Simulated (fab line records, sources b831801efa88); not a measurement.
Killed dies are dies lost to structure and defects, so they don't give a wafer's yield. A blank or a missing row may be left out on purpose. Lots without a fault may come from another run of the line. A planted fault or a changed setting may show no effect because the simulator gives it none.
A struck lot beside a sound one | flow sfq_line | 42 steps out of a route of 325
Sound: wafers L682.3, L682.4, L682.6. Struck: wafer L686.3. (L686.1, L686.4 of the same lot were not struck and are left out.) The cause comes at the end.
At each step with rows: each side's tool, then ch and its chambers, then its first start. Under that, the readings that differ: sound wafers | struck wafers | difference of the means | sigmas: that difference in standard deviations of wafers without a fault.
alike: readings whose means differ by less than 2 such deviations, and words and numbers that are the same on both sides. not compared: withheld readings, readings that some wafer has no value for, bounds like >300 that may hide the same value, and numbers for which the record gives no deviation and whose values overlap.
The two part at a step that has a row with sigmas, a row that says differs or no value, or rows on one side only. Numbers that don't overlap but have no deviation are shown without sigmas and don't part them. A reading that every wafer of one side lacks parts them only if that side has two wafers or more.

first, 6 steps without rows for these wafers: SFQ_TRILAYER_M4_LITHO_COAT_098 (resist thk 62 nm); SFQ_TRILAYER_M4_LITHO_COAT_093 (resist thk 600 nm); SFQ_TRILAYER_M4_LITHO_SOFTBAKE_097; SFQ_TRILAYER_M4_LITHO_EXPOSE_094 (exposes mask M4, target cd 500 nm); SFQ_TRILAYER_M4_LITHO_PEB_096 (peb time 60 s); SFQ_TRILAYER_M4_LITHO_DEVELOP_095 (time 60 s).
SFQ_M4_OVL_MEAS_926:
  sound on overlay-02, day 51 04:14; struck on overlay-01, day 52 15:05
  alike: M4_OVL
SFQ_TRILAYER_M4_BARC_OPEN_METAL_ETCH_123: etches BARC in O2, target depth 125 nm, time 41.7 s.
  sound on rie_metal-04 ch 0,1, day 51 04:17; struck on rie_metal-02 ch 0, day 52 15:07
  alike: drypump_motor_current_A, oes_product_au
  not compared: rf_hours_counter_h
SFQ_TRILAYER_M4_ETCH_METAL_ETCH_096: etches Nb in Cl2/Ar, stops on SiO2, target depth 240 nm, time 120 s.
  sound on rie_metal-04 ch 0,1, day 51 04:22; struck on rie_metal-02 ch 0, day 52 15:10
  alike: drypump_motor_current_A, oes_product_au
  not compared: rf_hours_counter_h
then, 2 steps without rows for these wafers: SFQ_TRILAYER_M4_STRIP_STRIP_097 (strips in O2); SFQ_TRILAYER_M4_STRIP_SOLV_CLEAN_098 (cleans in NMP, time 600 s).
SFQ_TRILAYER_I4_DEP_PECVD_099: deposits SiO2 from SiH4/N2O, time 111.11 s, target thk 500 nm.
  sound on pecvd-01 ch 0,1, day 51 05:14; struck on pecvd-01 ch 0, day 52 16:04
  alike: chamber_pressure_Torr, heater_power_w, throttle_valve_pct
SFQ_TRILAYER_I4_CMP_CMP_100: polishes SiO2.
  sound on cmp-01 ch 2,3, day 51 05:49; struck on cmp-01 ch 0, day 52 18:54
  reading                                             | sound           | struck | difference | sigmas
  time_to_endpoint_s (s)                              | 221 218 213     | 194    | -23        | -3
  model.SiO2_of_TRILAYER_I4_DEP_PECVD_099.thk_nm (nm) | 200.7 199 198.6 | 219.2  | +19.8      |
  alike: motor_current_A
SFQ_I4_BOW_MEAS_927:
  sound on film_metro-04, day 51 08:21; struck on film_metro-03, day 52 21:24
  alike: I4_BOW
SFQ_TRILAYER_I4_METRO_MEASURE_101:
  sound on film_metro-04, day 51 08:50; struck on film_metro-03, day 52 21:31
  reading     | sound             | struck | difference | sigmas
  thk_nm (nm) | 200.8 198.9 198.5 | 219.0  | +19.6      | +16
then, 6 steps without rows for these wafers: SFQ_TRILAYER_I4_VIA_LITHO_COAT_108 (resist thk 62 nm); SFQ_TRILAYER_I4_VIA_LITHO_COAT_103 (resist thk 650 nm); SFQ_TRILAYER_I4_VIA_LITHO_SOFTBAKE_107; SFQ_TRILAYER_I4_VIA_LITHO_EXPOSE_104 (exposes mask I4, target cd 700 nm); SFQ_TRILAYER_I4_VIA_LITHO_PEB_106 (peb time 60 s); SFQ_TRILAYER_I4_VIA_LITHO_DEVELOP_105 (time 60 s).
-- the record jumps here: 4 days lie between the struck wafers' starts before and after --
SFQ_I4_OVL_MEAS_928:
  sound on overlay-01, day 51 13:53; struck on overlay-01, day 57 05:17
  alike: I4_OVL
SFQ_TRILAYER_I4_VIA_BARC_OPEN_VIA_ETCH_146: etches BARC in O2, target depth 125 nm, time 41.7 s.
  sound on rie_diel-04 ch 0,3, day 51 13:55; struck on rie_diel-03 ch 1, day 57 05:20
  reading                     | sound       | struck | difference | sigmas
  drypump_motor_current_A (A) | 5.6 5.1 5.1 | 6.8    | +1.5       | +3
  alike: oes_product_au
  not compared: rf_hours_counter_h
SFQ_TRILAYER_I4_VIA_ETCH_VIA_ETCH_106: etches SiO2 in CHF3, stops on Nb, target depth 260 nm.
  sound on rie_diel-04 ch 0,3, day 51 13:58; struck on rie_diel-03 ch 1, day 57 05:22
  reading                        | sound             | struck | difference | sigmas
  drypump_motor_current_A (A)    | 5.6 5.1 5.1       | 6.7    | +1.4       | +3
  oes_product_au (a.u.)          | 0.855 0.859 0.852 | 0.902  | +0.047     | +9
  model.etch.depth_nm (nm)       | 200.7 199 198.6   | 219.2  | +19.8      |
  model.I4.feature_depth_nm (nm) | 200.7 199 198.6   | 219.2  | +19.8      |
then, 4 steps without rows for these wafers: SFQ_TRILAYER_I4_VIA_STRIP_STRIP_107 (strips in O2); SFQ_TRILAYER_I4_VIA_STRIP_SOLV_CLEAN_108 (cleans in NMP, time 600 s); SFQ_TRILAYER_JJ_TRILAYER_DEP_PRE_CLEAN_113 (time 22.5 s); SFQ_TRILAYER_JJ_TRILAYER_DEP_SPUTTER_109 (material Nb, target thk 150 nm, time 100 s).
SFQ_TRILAYER_JJ_TRILAYER_DEP_SPUTTER_110: material Al, target thk 8 nm, time 10 s.
  sound on pvd_sputter-05, day 51 14:57; struck on pvd_sputter-05, day 57 06:22
  alike: throttle_valve_pct
then, 2 steps without rows for these wafers: SFQ_TRILAYER_JJ_TRILAYER_DEP_AL_OXIDATION_111 (oxidation time 600 s); SFQ_TRILAYER_JJ_TRILAYER_DEP_SPUTTER_112 (material Nb, target thk 170 nm, time 113.3 s).
SFQ_JJ_RS_MEAS_929: measures by four-point-probe.
  sound on film_metro-02, day 51 16:05; struck on film_metro-03, day 57 07:28
  reading           | sound             | struck | difference | sigmas
  JJ_NB_RS (ohm/sq) | 1.031 1.032 1.039 | 1.066  | +0.032     | +3
then, 6 steps without rows for these wafers: SFQ_TRILAYER_JJ_CE_LITHO_COAT_119 (resist thk 62 nm); SFQ_TRILAYER_JJ_CE_LITHO_COAT_114 (resist thk 600 nm); SFQ_TRILAYER_JJ_CE_LITHO_SOFTBAKE_118; SFQ_TRILAYER_JJ_CE_LITHO_EXPOSE_115 (exposes mask J5, target cd 700 nm); SFQ_TRILAYER_JJ_CE_LITHO_PEB_117 (peb time 60 s); SFQ_TRILAYER_JJ_CE_LITHO_DEVELOP_116 (time 60 s).
-- the record jumps here: 3 days lie between the struck wafers' starts before and after --
SFQ_JJ_OVL_MEAS_931:
  sound on overlay-02, day 55 07:24; struck on overlay-01, day 60 16:41
  alike: J5_OVL
then, 2 steps without rows for these wafers: SFQ_TRILAYER_JJ_CE_METRO_MEASURE_117; SFQ_TRILAYER_JJ_CE_BARC_OPEN_RIE_150 (chemistry O2, target BARC, target depth 240 nm, time 80 s).
SFQ_TRILAYER_M5_ETCH_METAL_ETCH_126: etches Nb in Cl2/BCl3, stops on SiO2, time 203.2 s, target depth 265 nm.
  sound on rie_metal-03 ch 0,1, day 55 18:21; struck on rie_metal-02 ch 0, day 61 06:08
  reading                                             | sound             | struck | difference | sigmas
  model.SiO2_of_TRILAYER_I4_DEP_PECVD_099.thk_nm (nm) | 180.5 179.5 178.5 | 199.5  | +20.0      |
  alike: drypump_motor_current_A, oes_product_au
  not compared: rf_hours_counter_h

WHERE THEY PART
First at SFQ_TRILAYER_I4_CMP_CMP_100; last, within this record, at SFQ_JJ_RS_MEAS_929. Later steps at which nothing parts them and some readings are alike: SFQ_JJ_OVL_MEAS_931, SFQ_TRILAYER_M5_ETCH_METAL_ETCH_126.

WHY: what the simulator had put in
Process parameter drift: cmp-01, from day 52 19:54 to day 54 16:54, at SFQ_TRILAYER_I4_CMP_CMP_100. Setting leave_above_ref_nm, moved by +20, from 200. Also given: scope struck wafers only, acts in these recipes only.
